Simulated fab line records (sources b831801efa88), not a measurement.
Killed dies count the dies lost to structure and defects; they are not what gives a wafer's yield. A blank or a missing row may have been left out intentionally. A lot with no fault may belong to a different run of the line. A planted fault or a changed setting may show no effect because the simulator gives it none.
Matching of chambers    flow sky130    SKY_SPACER_ETCHBACK_02 on rie_diel-04: 4 sister chambers
The step etches Si3N4 in CH3F/O2, stops on SiO2, time 46.7 s, target depth 45 nm. 4 wafers are shown with their chamber, then 8 later ones without.

== WAFERS PAIRED WITH THEIR CHAMBERS ==
wafer   chamber  drypump_motor_current_A (A)
L080.4  0        5.5
L083.2  1        6.4
L088.5  2        6.2
L092.1  3        5.9

== WAFERS WHOSE CHAMBER IS MISSING ==
wafer   drypump_motor_current_A (A)
L092.2  5.5
L092.5  5.9
L093.1  6.1
L093.3  5.9
L093.4  6.4
L094.1  5.5
L094.5  6.4
L094.6  5.5

== WHICH CHAMBER EACH ONE RAN IN ==
wafer   from the rows above  in truth
L092.2  0                    0
L092.5  3                    3
L093.1  2                    2
L093.3  3                    3
L093.4  1                    1
L094.1  0                    0
L094.5  1                    1
L094.6  0                    0
Correctly placed: 8 of 8. From these rows, 0 cannot be placed. Wrongly placed: 0.
How it was worked out, from the rows above alone: a wafer's distance from a chamber is the root of the sum, over the readings, of the square of ((its reading less the chamber's mean) divided by the reading's scatter). If the next closest chamber is less than 2 further off than the closest, the wafer can't be placed; otherwise it belongs to the closest. A chamber's mean is the mean of its shown wafers. The scatter (one wafer shown for each chamber): square how far every hidden wafer sits from the nearest shown wafer, average those squares and take the square root.
